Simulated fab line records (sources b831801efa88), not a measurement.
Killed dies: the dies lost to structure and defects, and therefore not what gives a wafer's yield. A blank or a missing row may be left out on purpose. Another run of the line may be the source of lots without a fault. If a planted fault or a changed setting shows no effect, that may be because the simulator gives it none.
fab line records / flow gf180mcu
record: lots: 14 wafers: 42 last-day: 34
route steps=602 shown LVPWELL@61 VT_IMPLANT@131 POLY_GATE@167 HV_LDD@207
lots that met no fault: taken from a fault-free run of the same line
start-h: hours from the record's opening day to when the first of the lot's shown wafers began / wait-h: how many hours have passed since the lot's step before this one / " unchanged from the row above / L1.1+2: a row that stands for several wafers / - no value, or no start given / * or withheld: withheld / < > ~ a bound
route shown NAME@n: names a module that has steps shown in the file, with the first one's number in the route / usual: mean/standard deviation taken from wafers without a fault / same: alike in all rows / chamber/n: place in a boat / sites: each site's reading / _std_site: standard deviation of those values / _edge_site: outer sites' mean less inner sites' / radius-mm: how far each site lies from the wafer's centre / mask NAME#n: copy n / behind: the most recent tool/chamber to have shaped the wafer / hold: the reason the lot was held/the length of the hold in hours/how it ended / device: the transistor (n, p or np) that didn't switch / end of line: the route-end tests of the same wafers / a step given without rows: its recipe and nothing more / killed: dies that structure and defects cost at the first sort, which is not the same as the wafer's yield / map: shows each die of a wafer: x if killed, . if not, _ if none is there
set.NAME: the setting as run; set.NAME@STEP: as run at that earlier step / model.NAME: the simulator's own value behind a step, which no gauge read
steps of the route over a sample of lots; a table a step, a row a wafer
services: when a tool's chamber went out of use (start-h, in hours from the record's first day, below 0 if earlier), for how many hours, and the reason
== steps ==
step: GF_LVPWELL_OVL_MEAS_07
usual: LVPWELL_OVL: 0.1/1.2
lot.wafer=L493.1 tool=overlay-02 chamber=- start-h=68.30 wait-h=- LVPWELL_OVL[nm]=-1.0
lot.wafer=L493.4 tool=overlay-02 chamber=- start-h=68.30 wait-h=- LVPWELL_OVL[nm]=0.2
lot.wafer=L493.6 tool=overlay-02 chamber=- start-h=68.30 wait-h=- LVPWELL_OVL[nm]=1.9
lot.wafer=L495.1 tool=overlay-02 chamber=- start-h=79.93 wait-h=- LVPWELL_OVL[nm]=-1.1
lot.wafer=L495.4 tool=overlay-02 chamber=- start-h=79.93 wait-h=- LVPWELL_OVL[nm]=0.8
lot.wafer=L495.5 tool=overlay-02 chamber=- start-h=79.93 wait-h=- LVPWELL_OVL[nm]=1.2
lot.wafer=L496.1 tool=overlay-02 chamber=- start-h=83.73 wait-h=- LVPWELL_OVL[nm]=-0.6
lot.wafer=L496.3 tool=overlay-02 chamber=- start-h=83.73 wait-h=- LVPWELL_OVL[nm]=-0.5
lot.wafer=L496.4 tool=overlay-02 chamber=- start-h=83.73 wait-h=- LVPWELL_OVL[nm]=1.3
lot.wafer=L497.1 tool=overlay-02 chamber=- start-h=90.53 wait-h=- LVPWELL_OVL[nm]=1.0
lot.wafer=L497.5 tool=overlay-02 chamber=- start-h=90.53 wait-h=- LVPWELL_OVL[nm]=2.3
lot.wafer=L497.6 tool=overlay-02 chamber=- start-h=90.53 wait-h=- LVPWELL_OVL[nm]=-1.0
lot.wafer=L498.2 tool=overlay-01 chamber=- start-h=96.24 wait-h=- LVPWELL_OVL[nm]=-1.8
lot.wafer=L498.5 tool=overlay-01 chamber=- start-h=96.24 wait-h=- LVPWELL_OVL[nm]=0.4
lot.wafer=L498.6 tool=overlay-01 chamber=- start-h=96.24 wait-h=- LVPWELL_OVL[nm]=-0.4
lot.wafer=L499.1 tool=overlay-02 chamber=- start-h=101.34 wait-h=- LVPWELL_OVL[nm]=-0.7
lot.wafer=L499.5 tool=overlay-02 chamber=- start-h=101.34 wait-h=- LVPWELL_OVL[nm]=-0.3
lot.wafer=L499.6 tool=overlay-02 chamber=- start-h=101.34 wait-h=- LVPWELL_OVL[nm]=1.4
lot.wafer=L501.4 tool=overlay-01 chamber=- start-h=112.60 wait-h=- LVPWELL_OVL[nm]=-0.8
lot.wafer=L501.5 tool=overlay-01 chamber=- start-h=112.60 wait-h=- LVPWELL_OVL[nm]=-0.5
lot.wafer=L501.6 tool=overlay-01 chamber=- start-h=112.60 wait-h=- LVPWELL_OVL[nm]=0.8
lot.wafer=L502.2 tool=overlay-01 chamber=- start-h=120.79 wait-h=- LVPWELL_OVL[nm]=-0.6
lot.wafer=L502.3 tool=overlay-01 chamber=- start-h=120.79 wait-h=- LVPWELL_OVL[nm]=0.7
lot.wafer=L502.6 tool=overlay-01 chamber=- start-h=120.79 wait-h=- LVPWELL_OVL[nm]=0.0
lot.wafer=L510.1 tool=overlay-01 chamber=- start-h=165.63 wait-h=- LVPWELL_OVL[nm]=-1.2
lot.wafer=L510.3 tool=overlay-01 chamber=- start-h=165.63 wait-h=- LVPWELL_OVL[nm]=0.9
lot.wafer=L510.5 tool=overlay-01 chamber=- start-h=165.63 wait-h=- LVPWELL_OVL[nm]=1.2
lot.wafer=L512.1 tool=overlay-02 chamber=- start-h=176.39 wait-h=- LVPWELL_OVL[nm]=-2.4
lot.wafer=L512.2 tool=overlay-02 chamber=- start-h=176.39 wait-h=- LVPWELL_OVL[nm]=1.0
lot.wafer=L512.4 tool=overlay-02 chamber=- start-h=176.39 wait-h=- LVPWELL_OVL[nm]=-0.8
lot.wafer=L513.2 tool=overlay-01 chamber=- start-h=183.68 wait-h=- LVPWELL_OVL[nm]=0.0
lot.wafer=L513.3 tool=overlay-01 chamber=- start-h=183.68 wait-h=- LVPWELL_OVL[nm]=0.6
lot.wafer=L513.4 tool=overlay-01 chamber=- start-h=183.68 wait-h=- LVPWELL_OVL[nm]=0.2
lot.wafer=L514.1 tool=overlay-01 chamber=- start-h=187.87 wait-h=- LVPWELL_OVL[nm]=0.0
lot.wafer=L514.3 tool=overlay-01 chamber=- start-h=187.87 wait-h=- LVPWELL_OVL[nm]=-3.3
lot.wafer=L514.6 tool=overlay-01 chamber=- start-h=187.87 wait-h=- LVPWELL_OVL[nm]=-0.3
lot.wafer=L515.2 tool=overlay-01 chamber=- start-h=193.48 wait-h=- LVPWELL_OVL[nm]=1.0
lot.wafer=L515.3 tool=overlay-01 chamber=- start-h=193.48 wait-h=- LVPWELL_OVL[nm]=2.2
lot.wafer=L515.4 tool=overlay-01 chamber=- start-h=193.48 wait-h=- LVPWELL_OVL[nm]=0.0
lot.wafer=L516.1 tool=overlay-01 chamber=- start-h=197.73 wait-h=- LVPWELL_OVL[nm]=0.0
lot.wafer=L516.2 tool=overlay-01 chamber=- start-h=197.73 wait-h=- LVPWELL_OVL[nm]=0.3
lot.wafer=L516.5 tool=overlay-01 chamber=- start-h=197.73 wait-h=- LVPWELL_OVL[nm]=-0.4
step: GF_VT_IMPLANT_IMPLANT_41
recipe: species: As energy-kev: 70 dose-cm2: 1.013e+12 tilt-deg: 7
usual: beam-on-s: 10.00/0.21 dose-ions-cm2: 1.0129e+12/9.8e+08 faraday-current-uA: 5.72/0.12
lot.wafer=L493.1 tool=implanter-02 chamber=0 start-h=155.41 wait-h=0.0 beam-on-s=9.75 dose-ions-cm2=1.0137e+12 faraday-current-uA=5.85
lot.wafer=L493.4 tool=implanter-02 chamber=0 start-h=155.41 wait-h=0.0 beam-on-s=9.98 dose-ions-cm2=1.0147e+12 faraday-current-uA=5.73
lot.wafer=L493.6 tool=implanter-02 chamber=0 start-h=155.41 wait-h=0.0 beam-on-s=9.80 dose-ions-cm2=1.0133e+12 faraday-current-uA=5.82
lot.wafer=L495.1 tool=implanter-02 chamber=0 start-h=169.92 wait-h=0.0 beam-on-s=10.08 dose-ions-cm2=1.013e+12 faraday-current-uA=5.65
lot.wafer=L495.4 tool=implanter-02 chamber=0 start-h=169.92 wait-h=0.0 beam-on-s=9.96 dose-ions-cm2=1.0109e+12 faraday-current-uA=5.74
lot.wafer=L495.5 tool=implanter-02 chamber=0 start-h=169.92 wait-h=0.0 beam-on-s=9.79 dose-ions-cm2=1.0123e+12 faraday-current-uA=5.83
lot.wafer=L496.1 tool=implanter-03 chamber=0 start-h=175.46 wait-h=0.0 beam-on-s=9.96 dose-ions-cm2=1.0141e+12 faraday-current-uA=5.76
lot.wafer=L496.3 tool=implanter-03 chamber=0 start-h=175.46 wait-h=0.0 beam-on-s=9.89 dose-ions-cm2=1.0135e+12 faraday-current-uA=5.76
lot.wafer=L496.4 tool=implanter-03 chamber=0 start-h=175.46 wait-h=0.0 beam-on-s=9.98 dose-ions-cm2=1.0111e+12 faraday-current-uA=5.74
lot.wafer=L497.1 tool=implanter-03 chamber=0 start-h=182.76 wait-h=0.0 beam-on-s=9.83 dose-ions-cm2=1.0133e+12 faraday-current-uA=5.84
lot.wafer=L497.5 tool=implanter-03 chamber=0 start-h=182.76 wait-h=0.0 beam-on-s=9.70 dose-ions-cm2=1.0139e+12 faraday-current-uA=5.88
lot.wafer=L497.6 tool=implanter-03 chamber=0 start-h=182.76 wait-h=0.0 beam-on-s=9.87 dose-ions-cm2=1.0131e+12 faraday-current-uA=5.77
lot.wafer=L498.2 tool=implanter-04 chamber=0 start-h=189.44 wait-h=0.0 beam-on-s=9.98 dose-ions-cm2=1.0128e+12 faraday-current-uA=5.75
lot.wafer=L498.5 tool=implanter-04 chamber=0 start-h=189.44 wait-h=0.0 beam-on-s=9.96 dose-ions-cm2=1.0141e+12 faraday-current-uA=5.70
lot.wafer=L498.6 tool=implanter-04 chamber=0 start-h=189.44 wait-h=0.0 beam-on-s=10.11 dose-ions-cm2=1.013e+12 faraday-current-uA=5.66
lot.wafer=L499.1 tool=implanter-04 chamber=0 start-h=195.66 wait-h=0.0 beam-on-s=9.98 dose-ions-cm2=1.0143e+12 faraday-current-uA=5.73
lot.wafer=L499.5 tool=implanter-04 chamber=0 start-h=195.66 wait-h=0.0 beam-on-s=10.05 dose-ions-cm2=1.0123e+12 faraday-current-uA=5.69
lot.wafer=L499.6 tool=implanter-04 chamber=0 start-h=195.66 wait-h=0.0 beam-on-s=9.87 dose-ions-cm2=1.0115e+12 faraday-current-uA=5.78
lot.wafer=L501.4 tool=implanter-02 chamber=0 start-h=209.64 wait-h=0.1 beam-on-s=9.98 dose-ions-cm2=1.0126e+12 faraday-current-uA=5.72
lot.wafer=L501.5 tool=implanter-02 chamber=0 start-h=209.64 wait-h=0.1 beam-on-s=10.21 dose-ions-cm2=1.013e+12 faraday-current-uA=5.59
lot.wafer=L501.6 tool=implanter-02 chamber=0 start-h=209.64 wait-h=0.1 beam-on-s=9.94 dose-ions-cm2=1.0129e+12 faraday-current-uA=5.73
lot.wafer=L502.2 tool=implanter-04 chamber=0 start-h=218.99 wait-h=0.0 beam-on-s=10.08 dose-ions-cm2=1.0133e+12 faraday-current-uA=5.68
lot.wafer=L502.3 tool=implanter-04 chamber=0 start-h=218.99 wait-h=0.0 beam-on-s=9.92 dose-ions-cm2=1.0128e+12 faraday-current-uA=5.76
lot.wafer=L502.6 tool=implanter-04 chamber=0 start-h=218.99 wait-h=0.0 beam-on-s=10.11 dose-ions-cm2=1.0131e+12 faraday-current-uA=5.67
lot.wafer=L510.1 tool=implanter-03 chamber=0 start-h=271.61 wait-h=0.0 beam-on-s=9.90 dose-ions-cm2=5.0246e+12 faraday-current-uA=28.51
lot.wafer=L510.3 tool=implanter-03 chamber=0 start-h=271.61 wait-h=0.0 beam-on-s=10.25 dose-ions-cm2=5.0245e+12 faraday-current-uA=27.54
lot.wafer=L510.5 tool=implanter-03 chamber=0 start-h=271.61 wait-h=0.0 beam-on-s=10.60 dose-ions-cm2=5.0266e+12 faraday-current-uA=26.78
lot.wafer=L512.1 tool=implanter-03 chamber=0 start-h=285.31 wait-h=0.0 beam-on-s=10.24 dose-ions-cm2=5.0274e+12 faraday-current-uA=27.73
lot.wafer=L512.2 tool=implanter-03 chamber=0 start-h=285.31 wait-h=0.0 beam-on-s=9.60 dose-ions-cm2=5.027e+12 faraday-current-uA=29.38
lot.wafer=L512.4 tool=implanter-03 chamber=0 start-h=285.31 wait-h=0.0 beam-on-s=9.99 dose-ions-cm2=5.0279e+12 faraday-current-uA=28.27
lot.wafer=L513.2 tool=implanter-04 chamber=0 start-h=293.18 wait-h=0.0 beam-on-s=9.90 dose-ions-cm2=1.014e+12 faraday-current-uA=5.80
lot.wafer=L513.3 tool=implanter-04 chamber=0 start-h=293.18 wait-h=0.0 beam-on-s=9.77 dose-ions-cm2=1.0114e+12 faraday-current-uA=5.87
lot.wafer=L513.4 tool=implanter-04 chamber=0 start-h=293.18 wait-h=0.0 beam-on-s=9.83 dose-ions-cm2=1.0124e+12 faraday-current-uA=5.80
lot.wafer=L514.1 tool=implanter-02 chamber=0 start-h=299.01 wait-h=0.0 beam-on-s=9.90 dose-ions-cm2=1.011e+12 faraday-current-uA=5.80
lot.wafer=L514.3 tool=implanter-02 chamber=0 start-h=299.01 wait-h=0.0 beam-on-s=9.89 dose-ions-cm2=1.0122e+12 faraday-current-uA=5.80
lot.wafer=L514.6 tool=implanter-02 chamber=0 start-h=299.01 wait-h=0.0 beam-on-s=10.28 dose-ions-cm2=1.0125e+12 faraday-current-uA=5.54
lot.wafer=L515.2 tool=implanter-04 chamber=0 start-h=306.53 wait-h=0.0 beam-on-s=9.97 dose-ions-cm2=1.0131e+12 faraday-current-uA=5.75
lot.wafer=L515.3 tool=implanter-04 chamber=0 start-h=306.53 wait-h=0.0 beam-on-s=9.82 dose-ions-cm2=1.0131e+12 faraday-current-uA=5.80
lot.wafer=L515.4 tool=implanter-04 chamber=0 start-h=306.53 wait-h=0.0 beam-on-s=10.01 dose-ions-cm2=1.013e+12 faraday-current-uA=5.72
lot.wafer=L516.1 tool=implanter-02 chamber=0 start-h=309.76 wait-h=0.0 beam-on-s=10.00 dose-ions-cm2=1.0111e+12 faraday-current-uA=5.67
lot.wafer=L516.2 tool=implanter-02 chamber=0 start-h=309.76 wait-h=0.0 beam-on-s=10.12 dose-ions-cm2=1.0126e+12 faraday-current-uA=5.63
lot.wafer=L516.5 tool=implanter-02 chamber=0 start-h=309.76 wait-h=0.0 beam-on-s=9.88 dose-ions-cm2=1.0121e+12 faraday-current-uA=5.77
step: GF_VT_IMPLANT_TW_MEAS_43
usual: VT_IMPLANT_4_TW: 687/5.1
lot.wafer=L493.1 tool=film-metro-01 chamber=- start-h=155.66 wait-h=0.1 VT_IMPLANT_4_TW=693
lot.wafer=L493.4 tool=film-metro-01 chamber=- start-h=155.66 wait-h=0.1 VT_IMPLANT_4_TW=689
lot.wafer=L493.6 tool=film-metro-01 chamber=- start-h=155.66 wait-h=0.1 VT_IMPLANT_4_TW=690
lot.wafer=L495.1 tool=film-metro-01 chamber=- start-h=170.17 wait-h=0.1 VT_IMPLANT_4_TW=696
lot.wafer=L495.4 tool=film-metro-01 chamber=- start-h=170.17 wait-h=0.1 VT_IMPLANT_4_TW=695
lot.wafer=L495.5 tool=film-metro-01 chamber=- start-h=170.17 wait-h=0.1 VT_IMPLANT_4_TW=692
lot.wafer=L496.1 tool=film-metro-02 chamber=- start-h=175.71 wait-h=0.1 VT_IMPLANT_4_TW=687
lot.wafer=L496.3 tool=film-metro-02 chamber=- start-h=175.71 wait-h=0.1 VT_IMPLANT_4_TW=689
lot.wafer=L496.4 tool=film-metro-02 chamber=- start-h=175.71 wait-h=0.1 VT_IMPLANT_4_TW=688
lot.wafer=L497.1 tool=film-metro-04 chamber=- start-h=183.01 wait-h=0.1 VT_IMPLANT_4_TW=683
lot.wafer=L497.5 tool=film-metro-04 chamber=- start-h=183.01 wait-h=0.1 VT_IMPLANT_4_TW=681
lot.wafer=L497.6 tool=film-metro-04 chamber=- start-h=183.01 wait-h=0.1 VT_IMPLANT_4_TW=677
lot.wafer=L498.2 tool=film-metro-04 chamber=- start-h=189.67 wait-h=0.1 VT_IMPLANT_4_TW=681
lot.wafer=L498.5 tool=film-metro-04 chamber=- start-h=189.67 wait-h=0.1 VT_IMPLANT_4_TW=681
lot.wafer=L498.6 tool=film-metro-04 chamber=- start-h=189.67 wait-h=0.1 VT_IMPLANT_4_TW=679
lot.wafer=L499.1 tool=film-metro-04 chamber=- start-h=195.91 wait-h=0.1 VT_IMPLANT_4_TW=691
lot.wafer=L499.5 tool=film-metro-04 chamber=- start-h=195.91 wait-h=0.1 VT_IMPLANT_4_TW=687
lot.wafer=L499.6 tool=film-metro-04 chamber=- start-h=195.91 wait-h=0.1 VT_IMPLANT_4_TW=686
lot.wafer=L501.4 tool=film-metro-01 chamber=- start-h=209.84 wait-h=0.1 VT_IMPLANT_4_TW=692
lot.wafer=L501.5 tool=film-metro-01 chamber=- start-h=209.84 wait-h=0.1 VT_IMPLANT_4_TW=694
lot.wafer=L501.6 tool=film-metro-01 chamber=- start-h=209.84 wait-h=0.1 VT_IMPLANT_4_TW=692
lot.wafer=L502.2 tool=film-metro-04 chamber=- start-h=219.22 wait-h=0.1 VT_IMPLANT_4_TW=683
lot.wafer=L502.3 tool=film-metro-04 chamber=- start-h=219.22 wait-h=0.1 VT_IMPLANT_4_TW=683
lot.wafer=L502.6 tool=film-metro-04 chamber=- start-h=219.22 wait-h=0.1 VT_IMPLANT_4_TW=683
lot.wafer=L510.1 tool=film-metro-02 chamber=- start-h=271.86 wait-h=0.1 VT_IMPLANT_4_TW=1136
lot.wafer=L510.3 tool=film-metro-02 chamber=- start-h=271.86 wait-h=0.1 VT_IMPLANT_4_TW=1141
lot.wafer=L510.5 tool=film-metro-02 chamber=- start-h=271.86 wait-h=0.1 VT_IMPLANT_4_TW=1139
lot.wafer=L512.1 tool=film-metro-04 chamber=- start-h=285.56 wait-h=0.1 VT_IMPLANT_4_TW=1131
lot.wafer=L512.2 tool=film-metro-04 chamber=- start-h=285.56 wait-h=0.1 VT_IMPLANT_4_TW=1129
lot.wafer=L512.4 tool=film-metro-04 chamber=- start-h=285.56 wait-h=0.1 VT_IMPLANT_4_TW=1134
lot.wafer=L513.2 tool=film-metro-02 chamber=- start-h=293.42 wait-h=0.1 VT_IMPLANT_4_TW=690
lot.wafer=L513.3 tool=film-metro-02 chamber=- start-h=293.42 wait-h=0.1 VT_IMPLANT_4_TW=687
lot.wafer=L513.4 tool=film-metro-02 chamber=- start-h=293.42 wait-h=0.1 VT_IMPLANT_4_TW=684
lot.wafer=L514.1 tool=film-metro-01 chamber=- start-h=299.26 wait-h=0.1 VT_IMPLANT_4_TW=700
lot.wafer=L514.3 tool=film-metro-01 chamber=- start-h=299.26 wait-h=0.1 VT_IMPLANT_4_TW=701
lot.wafer=L514.6 tool=film-metro-01 chamber=- start-h=299.26 wait-h=0.1 VT_IMPLANT_4_TW=702
lot.wafer=L515.2 tool=film-metro-04 chamber=- start-h=306.77 wait-h=0.1 VT_IMPLANT_4_TW=685
lot.wafer=L515.3 tool=film-metro-04 chamber=- start-h=306.77 wait-h=0.1 VT_IMPLANT_4_TW=686
lot.wafer=L515.4 tool=film-metro-04 chamber=- start-h=306.77 wait-h=0.1 VT_IMPLANT_4_TW=688
lot.wafer=L516.1 tool=film-metro-02 chamber=- start-h=310.01 wait-h=0.1 VT_IMPLANT_4_TW=685
lot.wafer=L516.2 tool=film-metro-02 chamber=- start-h=310.01 wait-h=0.1 VT_IMPLANT_4_TW=687
lot.wafer=L516.5 tool=film-metro-02 chamber=- start-h=310.01 wait-h=0.1 VT_IMPLANT_4_TW=681
step: GF_POLY_GATE_CD_MEAS_10
recipe: target-cd-nm: 280
usual: cd-nm: 280.3/1.1
lot.wafer=L493.1 tool=cd-sem-02 chamber=- start-h=195.72 wait-h=0.1 cd-nm=280.2
lot.wafer=L493.4 tool=cd-sem-02 chamber=- start-h=195.72 wait-h=0.1 cd-nm=280.3
lot.wafer=L493.6 tool=cd-sem-02 chamber=- start-h=195.72 wait-h=0.1 cd-nm=279.3
lot.wafer=L495.1 tool=cd-sem-01 chamber=- start-h=208.98 wait-h=0.1 cd-nm=280.9
lot.wafer=L495.4 tool=cd-sem-01 chamber=- start-h=208.98 wait-h=0.1 cd-nm=280.4
lot.wafer=L495.5 tool=cd-sem-01 chamber=- start-h=208.98 wait-h=0.1 cd-nm=280.9
lot.wafer=L496.1 tool=cd-sem-01 chamber=- start-h=215.89 wait-h=0.1 cd-nm=281.2
lot.wafer=L496.3 tool=cd-sem-01 chamber=- start-h=215.89 wait-h=0.1 cd-nm=282.0
lot.wafer=L496.4 tool=cd-sem-01 chamber=- start-h=215.89 wait-h=0.1 cd-nm=281.1
lot.wafer=L497.1 tool=cd-sem-01 chamber=- start-h=223.32 wait-h=0.1 cd-nm=279.3
lot.wafer=L497.5 tool=cd-sem-01 chamber=- start-h=223.32 wait-h=0.1 cd-nm=278.7
lot.wafer=L497.6 tool=cd-sem-01 chamber=- start-h=223.32 wait-h=0.1 cd-nm=278.8
lot.wafer=L498.2 tool=cd-sem-02 chamber=- start-h=233.01 wait-h=0.1 cd-nm=281.8
lot.wafer=L498.5 tool=cd-sem-02 chamber=- start-h=233.01 wait-h=0.1 cd-nm=282.0
lot.wafer=L498.6 tool=cd-sem-02 chamber=- start-h=233.01 wait-h=0.1 cd-nm=282.5
lot.wafer=L499.1 tool=cd-sem-01 chamber=- start-h=238.42 wait-h=0.1 cd-nm=279.7
lot.wafer=L499.5 tool=cd-sem-01 chamber=- start-h=238.42 wait-h=0.1 cd-nm=279.6
lot.wafer=L499.6 tool=cd-sem-01 chamber=- start-h=238.42 wait-h=0.1 cd-nm=279.1
lot.wafer=L501.4 tool=cd-sem-01 chamber=- start-h=253.64 wait-h=0.1 cd-nm=279.2
lot.wafer=L501.5 tool=cd-sem-01 chamber=- start-h=253.64 wait-h=0.1 cd-nm=280.7
lot.wafer=L501.6 tool=cd-sem-01 chamber=- start-h=253.64 wait-h=0.1 cd-nm=280.9
lot.wafer=L502.2 tool=cd-sem-01 chamber=- start-h=263.56 wait-h=0.1 cd-nm=281.5
lot.wafer=L502.3 tool=cd-sem-01 chamber=- start-h=263.56 wait-h=0.1 cd-nm=281.9
lot.wafer=L502.6 tool=cd-sem-01 chamber=- start-h=263.56 wait-h=0.1 cd-nm=280.4
lot.wafer=L510.1 tool=cd-sem-01 chamber=- start-h=320.43 wait-h=0.1 cd-nm=280.1
lot.wafer=L510.3 tool=cd-sem-01 chamber=- start-h=320.43 wait-h=0.1 cd-nm=280.8
lot.wafer=L510.5 tool=cd-sem-01 chamber=- start-h=320.43 wait-h=0.1 cd-nm=280.3
lot.wafer=L512.1 tool=cd-sem-02 chamber=- start-h=334.13 wait-h=0.1 cd-nm=279.0
lot.wafer=L512.2 tool=cd-sem-02 chamber=- start-h=334.13 wait-h=0.1 cd-nm=280.6
lot.wafer=L512.4 tool=cd-sem-02 chamber=- start-h=334.13 wait-h=0.1 cd-nm=280.7
lot.wafer=L513.2 tool=cd-sem-01 chamber=- start-h=341.04 wait-h=0.1 cd-nm=279.6
lot.wafer=L513.3 tool=cd-sem-01 chamber=- start-h=341.04 wait-h=0.1 cd-nm=280.9
lot.wafer=L513.4 tool=cd-sem-01 chamber=- start-h=341.04 wait-h=0.1 cd-nm=280.1
lot.wafer=L514.1 tool=cd-sem-02 chamber=- start-h=348.92 wait-h=0.1 cd-nm=280.0
lot.wafer=L514.3 tool=cd-sem-02 chamber=- start-h=348.92 wait-h=0.1 cd-nm=280.8
lot.wafer=L514.6 tool=cd-sem-02 chamber=- start-h=348.92 wait-h=0.1 cd-nm=280.5
lot.wafer=L515.2 tool=cd-sem-01 chamber=- start-h=357.39 wait-h=0.1 cd-nm=277.0
lot.wafer=L515.3 tool=cd-sem-01 chamber=- start-h=357.39 wait-h=0.1 cd-nm=278.7
lot.wafer=L515.4 tool=cd-sem-01 chamber=- start-h=357.39 wait-h=0.1 cd-nm=279.1
lot.wafer=L516.1 tool=cd-sem-02 chamber=- start-h=359.07 wait-h=0.1 cd-nm=281.9
lot.wafer=L516.2 tool=cd-sem-02 chamber=- start-h=359.07 wait-h=0.1 cd-nm=280.3
lot.wafer=L516.5 tool=cd-sem-02 chamber=- start-h=359.07 wait-h=0.1 cd-nm=282.0
step: GF_HV_LDD_CD_MEAS_31
recipe: target-cd-nm: 400
usual: cd-nm: 399.9/1.9
lot.wafer=L493.1 tool=cd-sem-01 chamber=- start-h=250.23 wait-h=0.1 cd-nm=401.3
lot.wafer=L493.4 tool=cd-sem-01 chamber=- start-h=250.23 wait-h=0.1 cd-nm=402.3
lot.wafer=L493.6 tool=cd-sem-01 chamber=- start-h=250.23 wait-h=0.1 cd-nm=401.1
lot.wafer=L495.1 tool=cd-sem-01 chamber=- start-h=265.78 wait-h=0.1 cd-nm=398.1
lot.wafer=L495.4 tool=cd-sem-01 chamber=- start-h=265.78 wait-h=0.1 cd-nm=399.6
lot.wafer=L495.5 tool=cd-sem-01 chamber=- start-h=265.78 wait-h=0.1 cd-nm=398.0
lot.wafer=L496.1 tool=cd-sem-02 chamber=- start-h=273.78 wait-h=0.1 cd-nm=399.7
lot.wafer=L496.3 tool=cd-sem-02 chamber=- start-h=273.78 wait-h=0.1 cd-nm=398.5
lot.wafer=L496.4 tool=cd-sem-02 chamber=- start-h=273.78 wait-h=0.1 cd-nm=397.4
lot.wafer=L497.1 tool=cd-sem-02 chamber=- start-h=281.18 wait-h=0.1 cd-nm=400.3
lot.wafer=L497.5 tool=cd-sem-02 chamber=- start-h=281.18 wait-h=0.1 cd-nm=400.3
lot.wafer=L497.6 tool=cd-sem-02 chamber=- start-h=281.18 wait-h=0.1 cd-nm=399.5
lot.wafer=L498.2 tool=cd-sem-02 chamber=- start-h=290.85 wait-h=0.1 cd-nm=402.9
lot.wafer=L498.5 tool=cd-sem-02 chamber=- start-h=290.85 wait-h=0.1 cd-nm=399.1
lot.wafer=L498.6 tool=cd-sem-02 chamber=- start-h=290.85 wait-h=0.1 cd-nm=401.7
lot.wafer=L499.1 tool=cd-sem-02 chamber=- start-h=298.34 wait-h=0.1 cd-nm=398.3
lot.wafer=L499.5 tool=cd-sem-02 chamber=- start-h=298.34 wait-h=0.1 cd-nm=400.0
lot.wafer=L499.6 tool=cd-sem-02 chamber=- start-h=298.34 wait-h=0.1 cd-nm=398.8
lot.wafer=L501.4 tool=cd-sem-02 chamber=- start-h=314.90 wait-h=0.1 cd-nm=398.0
lot.wafer=L501.5 tool=cd-sem-02 chamber=- start-h=314.90 wait-h=0.1 cd-nm=400.0
lot.wafer=L501.6 tool=cd-sem-02 chamber=- start-h=314.90 wait-h=0.1 cd-nm=398.0
lot.wafer=L502.2 tool=cd-sem-01 chamber=- start-h=326.61 wait-h=0.1 cd-nm=398.3
lot.wafer=L502.3 tool=cd-sem-01 chamber=- start-h=326.61 wait-h=0.1 cd-nm=397.1
lot.wafer=L502.6 tool=cd-sem-01 chamber=- start-h=326.61 wait-h=0.1 cd-nm=400.4
lot.wafer=L510.1 tool=cd-sem-02 chamber=- start-h=389.62 wait-h=0.1 cd-nm=399.2
lot.wafer=L510.3 tool=cd-sem-02 chamber=- start-h=389.62 wait-h=0.1 cd-nm=400.9
lot.wafer=L510.5 tool=cd-sem-02 chamber=- start-h=389.62 wait-h=0.1 cd-nm=401.3
lot.wafer=L512.1 tool=cd-sem-01 chamber=- start-h=403.79 wait-h=0.1 cd-nm=399.9
lot.wafer=L512.2 tool=cd-sem-01 chamber=- start-h=403.79 wait-h=0.1 cd-nm=397.1
lot.wafer=L512.4 tool=cd-sem-01 chamber=- start-h=403.79 wait-h=0.1 cd-nm=398.5
lot.wafer=L513.2 tool=cd-sem-01 chamber=- start-h=412.71 wait-h=0.1 cd-nm=401.2
lot.wafer=L513.3 tool=cd-sem-01 chamber=- start-h=412.71 wait-h=0.1 cd-nm=399.2
lot.wafer=L513.4 tool=cd-sem-01 chamber=- start-h=412.71 wait-h=0.1 cd-nm=400.9
lot.wafer=L514.1 tool=cd-sem-02 chamber=- start-h=420.17 wait-h=0.1 cd-nm=400.0
lot.wafer=L514.3 tool=cd-sem-02 chamber=- start-h=420.17 wait-h=0.1 cd-nm=397.9
lot.wafer=L514.6 tool=cd-sem-02 chamber=- start-h=420.17 wait-h=0.1 cd-nm=397.1
lot.wafer=L515.2 tool=cd-sem-02 chamber=- start-h=429.09 wait-h=0.1 cd-nm=403.1
lot.wafer=L515.3 tool=cd-sem-02 chamber=- start-h=429.09 wait-h=0.1 cd-nm=402.0
lot.wafer=L515.4 tool=cd-sem-02 chamber=- start-h=429.09 wait-h=0.1 cd-nm=402.4
lot.wafer=L516.1 tool=cd-sem-02 chamber=- start-h=430.67 wait-h=0.1 cd-nm=398.5
lot.wafer=L516.2 tool=cd-sem-02 chamber=- start-h=430.67 wait-h=0.1 cd-nm=398.0
lot.wafer=L516.5 tool=cd-sem-02 chamber=- start-h=430.67 wait-h=0.1 cd-nm=394.9
== services ==
tool=implanter-03 chamber=- start-h=139.91 hours=5.5 kind=pm
tool=implanter-03 chamber=- start-h=147.50 hours=2.8 kind=repair
tool=implanter-04 chamber=- start-h=181.44 hours=2.9 kind=pm
== key ==
first-sign: step: GF_VT_IMPLANT_IMPLANT_41 reading: dose-ions-cm2 direction: up sigmas: 99+ usual: 1.0129e+12 struck: 5.0263e+12
effect: step: GF_VT_IMPLANT_IMPLANT_41 reading: faraday-current-uA direction: up sigmas: 99+ usual: 5.72 struck: 28.03
effect: step: GF_VT_IMPLANT_TW_MEAS_43 reading: VT_IMPLANT_4_TW direction: up sigmas: 88 usual: 687 struck: 1135
met-at GF_VT_IMPLANT_IMPLANT_41
struck-lots L510,L512
tester-left-out L510,L512
not-acting-at GF_LVPWELL_OVL_MEAS_07,GF_POLY_GATE_CD_MEAS_10,GF_HV_LDD_CD_MEAS_31
onset-between 182.76 271.61
fault: kind: process-parameter-drift tool: implanter-03 chamber: - onset-h: 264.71 steps: GF_VT_IMPLANT_IMPLANT_41 channel: dose-cm2 offset: 4.014e+12 shape: step end-h: 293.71 acts-in: these-recipes-only stated: 1.013e+12
tester-left-out: of these lots the tester's yield and bins aren't shown, on N5 and GAA mostly nor the transistor test; their killed dies are dies lost to structure and defects alone, not to doping, threshold or leakage, so they don't give the yield
